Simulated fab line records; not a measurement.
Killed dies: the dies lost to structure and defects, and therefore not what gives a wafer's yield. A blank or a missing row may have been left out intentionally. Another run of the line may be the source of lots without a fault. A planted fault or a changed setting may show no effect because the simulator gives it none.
Which of the tools did it? :: flow sky130 :: 15 lots, 45 wafers sampled, at 4 steps of a route of 708

== WHAT THE GAUGES SHOWED, per wafer ==
SKY_VIA1_RS_MEAS_22: measures by four-point-probe.
lot: L993
measured: day 34 16:23
on: film-metro-01
VIA1_W_RS (ohm/sq): 0.427 0.428 0.427

lot: L994
measured: day 35 01:41
on: film-metro-03
VIA1_W_RS (ohm/sq): 0.426 0.430 0.427

lot: L996
measured: day 35 06:37
on: film-metro-01
VIA1_W_RS (ohm/sq): 0.417 0.427 0.426

lot: L997
measured: day 35 10:29
on: film-metro-03
VIA1_W_RS (ohm/sq): 0.424 0.426 0.423

lot: L100
measured: day 36 07:15
on: film-metro-03
VIA1_W_RS (ohm/sq): 0.432 0.436 0.429

lot: L999
measured: day 36 12:40
on: film-metro-01
VIA1_W_RS (ohm/sq): 0.428 0.438 0.433

lot: L101
measured: day 36 12:59
on: film-metro-03
VIA1_W_RS (ohm/sq): 0.424 0.420 0.424

lot: L103
measured: day 37 08:40
on: film-metro-03
VIA1_W_RS (ohm/sq): 0.421 0.423 0.423

lot: L105
measured: day 37 19:18
on: film-metro-04
VIA1_W_RS (ohm/sq): 0.431 0.439 0.424

lot: L108
measured: day 38 12:44
on: film-metro-03
VIA1_W_RS (ohm/sq): 0.418 0.430 0.422

lot: L109
measured: day 39 00:40
on: film-metro-01
VIA1_W_RS (ohm/sq): 0.427 0.431 0.433

lot: L110
measured: day 39 01:33
on: film-metro-04
VIA1_W_RS (ohm/sq): 0.426 0.424 0.428

lot: L111
measured: day 39 16:52
on: film-metro-03
VIA1_W_RS (ohm/sq): 0.418 0.411 0.412

lot: L112
measured: day 39 17:36
on: film-metro-04
VIA1_W_RS (ohm/sq): 0.416 0.423 0.424

lot: L113
measured: day 40 05:07
on: film-metro-03
VIA1_W_RS (ohm/sq): 0.422 0.422 0.419

SKY_METAL2_CD_MEAS_15: the cd target is 140 nm.
lot: L993
measured: day 35 19:25
on: cd-sem-02
cd-nm (nm): 139.8 139.2 139.7

lot: L994
measured: day 36 05:07
on: cd-sem-01
cd-nm (nm): 140.8 139.9 141.2

lot: L996
measured: day 36 08:42
on: cd-sem-01
cd-nm (nm): 140.0 140.2 139.4

lot: L997
measured: day 36 13:33
on: cd-sem-02
cd-nm (nm): 140.4 139.4 139.9

lot: L100
measured: day 37 09:38
on: cd-sem-02
cd-nm (nm): 137.3 136.8 138.6

lot: L999
measured: day 37 14:26
on: cd-sem-01
cd-nm (nm): 139.4 141.0 141.3

lot: L101
measured: day 37 14:39
on: cd-sem-01
cd-nm (nm): 138.7 137.2 138.2

lot: L103
measured: day 38 10:31
on: cd-sem-01
cd-nm (nm): 138.9 138.8 138.8

lot: L105
measured: day 38 21:16
on: cd-sem-01
cd-nm (nm): 138.8 139.7 139.2

lot: L108
measured: day 39 14:08
on: cd-sem-01
cd-nm (nm): 139.4 138.5 139.0

lot: L109
measured: day 40 02:05
on: cd-sem-02
cd-nm (nm): 140.4 139.5 139.7

lot: L110
measured: day 40 02:54
on: cd-sem-02
cd-nm (nm): 139.9 140.2 140.4

== TOOL THAT RAN EACH LOT (tool first, then ch and the chambers of the sampled wafers, then the start) ==
lot: L993
SKY_METAL1_SPUTTER_04: pvd-sputter-04, day 32 09:21
SKY_VIA1_CMP_24: cmp-02 ch 0,1, day 34 16:32

lot: L994
SKY_METAL1_SPUTTER_04: pvd-sputter-03, day 32 18:20
SKY_VIA1_CMP_24: cmp-02 ch 0,3, day 35 01:52

lot: L996
SKY_METAL1_SPUTTER_04: pvd-sputter-04, day 32 23:06
SKY_VIA1_CMP_24: cmp-01 ch 1,2, day 35 06:45

lot: L997
SKY_METAL1_SPUTTER_04: pvd-sputter-03, day 33 02:52
SKY_VIA1_CMP_24: cmp-02 ch 0,2, day 35 10:43

lot: L100
SKY_METAL1_SPUTTER_04: pvd-sputter-03, day 33 23:16
SKY_VIA1_CMP_24: cmp-02 ch 1,2, day 36 07:34

lot: L999
SKY_METAL1_SPUTTER_04: pvd-sputter-04, day 34 03:42
SKY_VIA1_CMP_24: cmp-01 ch 0,1, day 36 12:49

lot: L101
SKY_METAL1_SPUTTER_04: pvd-sputter-02, day 34 04:26
SKY_VIA1_CMP_24: cmp-02 ch 0,1, day 36 13:12

lot: L103
SKY_METAL1_SPUTTER_04: pvd-sputter-03, day 35 02:02
SKY_VIA1_CMP_24: cmp-01 ch 1,2, day 37 08:50

lot: L105
SKY_METAL1_SPUTTER_04: pvd-sputter-02, day 35 12:11
SKY_VIA1_CMP_24: cmp-01 ch 2,3, day 37 19:32

lot: L108
SKY_METAL1_SPUTTER_04: pvd-sputter-04, day 36 07:44
SKY_VIA1_CMP_24: cmp-01 ch 0,1,3, day 38 12:53

lot: L109
SKY_METAL1_SPUTTER_04: pvd-sputter-03, day 36 19:07
SKY_VIA1_CMP_24: cmp-01 ch 0,1, day 39 00:51

lot: L110
SKY_METAL1_SPUTTER_04: pvd-sputter-04, day 36 20:43
SKY_VIA1_CMP_24: cmp-01 ch 0,1,3, day 39 01:52

lot: L111
SKY_METAL1_SPUTTER_04: pvd-sputter-04, day 37 12:15
SKY_VIA1_CMP_24: cmp-02 ch 0,3, day 39 17:05

lot: L112
SKY_METAL1_SPUTTER_04: pvd-sputter-04, day 37 13:14
SKY_VIA1_CMP_24: cmp-02 ch 0,3, day 39 17:56

lot: L113
SKY_METAL1_SPUTTER_04: pvd-sputter-02, day 37 23:53
SKY_VIA1_CMP_24: cmp-01 ch 1,2,3, day 40 05:17
- SKY_METAL1_SPUTTER_04: material TiN, target thk 70 nm, time 58.3 s.
- SKY_VIA1_CMP_24: polishes, stops on SiO2, t overpolish 15 s, target thk 0 nm.

== AS READ BY THE TOOLS THEMSELVES (means over the sampled wafers that have a number; for cases with no such wafer, the mark the record gives instead) ==
SKY_METAL1_SPUTTER_04.
lot: L993
tool: pvd-sputter-04
throttle-valve-pct (%): 30.4

lot: L994
tool: pvd-sputter-03
throttle-valve-pct (%): 29.7

lot: L996
tool: pvd-sputter-04
throttle-valve-pct (%): 29.5

lot: L997
tool: pvd-sputter-03
throttle-valve-pct (%): 30.5

lot: L100
tool: pvd-sputter-03
throttle-valve-pct (%): 31.1

lot: L999
tool: pvd-sputter-04
throttle-valve-pct (%): 29.9

lot: L101
tool: pvd-sputter-02
throttle-valve-pct (%): 30.6

lot: L103
tool: pvd-sputter-03
throttle-valve-pct (%): 28.9

lot: L105
tool: pvd-sputter-02
throttle-valve-pct (%): 30.8

lot: L108
tool: pvd-sputter-04
throttle-valve-pct (%): 29.8

lot: L109
tool: pvd-sputter-03
throttle-valve-pct (%): 29.7

lot: L110
tool: pvd-sputter-04
throttle-valve-pct (%): 29.9

lot: L111
tool: pvd-sputter-04
throttle-valve-pct (%): 30.4

lot: L112
tool: pvd-sputter-04
throttle-valve-pct (%): 30.0

lot: L113
tool: pvd-sputter-02
throttle-valve-pct (%): 30.1

SKY_VIA1_CMP_24.
lot: L993
tool: cmp-02
edge-zone-pressure-frac: 1.004
head-pressure-psi (psi): 3.503
motor-current-A (A): 11.2
overpolish-run-s (s): 14.997
retaining-ring-pressure-frac: 0.992
time-to-endpoint-s (s): 60

lot: L994
tool: cmp-02
edge-zone-pressure-frac: 1.001
head-pressure-psi (psi): 3.500
motor-current-A (A): 11.0
overpolish-run-s (s): 14.998
retaining-ring-pressure-frac: 1.000
time-to-endpoint-s (s): 63

lot: L996
tool: cmp-01
edge-zone-pressure-frac: 1.007
head-pressure-psi (psi): 3.504
motor-current-A (A): 11.7
overpolish-run-s (s): 14.989
retaining-ring-pressure-frac: 1.001
time-to-endpoint-s (s): 69

lot: L997
tool: cmp-02
edge-zone-pressure-frac: 0.994
head-pressure-psi (psi): 3.492
motor-current-A (A): 10.9
overpolish-run-s (s): 15.003
retaining-ring-pressure-frac: 0.997
time-to-endpoint-s (s): 64

lot: L100
tool: cmp-02
edge-zone-pressure-frac: 1.003
head-pressure-psi (psi): 3.505
motor-current-A (A): 11.6
overpolish-run-s (s): 15.004
retaining-ring-pressure-frac: 1.003
time-to-endpoint-s (s): 68

lot: L999
tool: cmp-01
edge-zone-pressure-frac: 1.000
head-pressure-psi (psi): 3.507
motor-current-A (A): 12.8
overpolish-run-s (s): 14.995
retaining-ring-pressure-frac: 1.008
time-to-endpoint-s (s): 72

lot: L101
tool: cmp-02
edge-zone-pressure-frac: 0.998
head-pressure-psi (psi): 3.496
motor-current-A (A): 11.5
overpolish-run-s (s): 15.001
retaining-ring-pressure-frac: 1.001
time-to-endpoint-s (s): 65

lot: L103
tool: cmp-01
edge-zone-pressure-frac: 0.998
head-pressure-psi (psi): 3.504
motor-current-A (A): 11.1
overpolish-run-s (s): 14.995
retaining-ring-pressure-frac: 0.997
time-to-endpoint-s (s): 70

lot: L105
tool: cmp-01
edge-zone-pressure-frac: 1.001
head-pressure-psi (psi): 3.497
motor-current-A (A): 9.7
overpolish-run-s (s): 15.012
retaining-ring-pressure-frac: 1.000
time-to-endpoint-s (s): 64

lot: L108
tool: cmp-01
edge-zone-pressure-frac: 0.995
head-pressure-psi (psi): 3.496
motor-current-A (A): 11.3
overpolish-run-s (s): 14.995
retaining-ring-pressure-frac: 1.000
time-to-endpoint-s (s): 68

lot: L109
tool: cmp-01
edge-zone-pressure-frac: 1.004
head-pressure-psi (psi): 3.505
motor-current-A (A): 12.7
overpolish-run-s (s): 14.999
retaining-ring-pressure-frac: 1.001
time-to-endpoint-s (s): 73

lot: L110
tool: cmp-01
edge-zone-pressure-frac: 0.999
head-pressure-psi (psi): 3.508
motor-current-A (A): 11.9
overpolish-run-s (s): 14.991
retaining-ring-pressure-frac: 0.999
time-to-endpoint-s (s): 66

lot: L111
tool: cmp-02
edge-zone-pressure-frac: -
head-pressure-psi (psi): -
motor-current-A (A): -
overpolish-run-s (s): -
retaining-ring-pressure-frac: -
time-to-endpoint-s (s): -

lot: L112
tool: cmp-02
edge-zone-pressure-frac: -
head-pressure-psi (psi): -
motor-current-A (A): -
overpolish-run-s (s): -
retaining-ring-pressure-frac: -
time-to-endpoint-s (s): -

lot: L113
tool: cmp-01
edge-zone-pressure-frac: -
head-pressure-psi (psi): -
motor-current-A (A): -
overpolish-run-s (s): -
retaining-ring-pressure-frac: -
time-to-endpoint-s (s): -

== THE ANSWER, worked out from the rows above alone ==
Rule: usual is defined by the lots themselves. The widest of any qualifying gaps counts: lots, ordered by their means at a reading, are off when they make up no more than a third of the lots, leave a main group of 4 or more, and stand apart from it by 3 or more times the standard deviation of that group's means. Not used: any main group whose means are identical at the precision the tables above print for the reading. A lot without any number at a reading at which 4 lots or more have one is off too. Any other lot the step has rows for is counted as sound. The gauges are gone through in route order, then the tools' own readings, and for those a lot's mean is taken as printed above. The first step at which some lot is off is used, and at that step the reading that is off furthest; a lot without a number counts as furthest.
Off at SKY_VIA1_CMP_24 (edge-zone-pressure-frac): L111, L112, L113. Without a number there: L111, L112, L113. Main group: mean 1.000, sd 0.0037.
If a tool, at that step or one of the process steps before it, ran each lot that is off and ran no sound lot following the first of them, it fits. None of those tried fits.

== WHAT THE SIMULATOR PUT IN ==
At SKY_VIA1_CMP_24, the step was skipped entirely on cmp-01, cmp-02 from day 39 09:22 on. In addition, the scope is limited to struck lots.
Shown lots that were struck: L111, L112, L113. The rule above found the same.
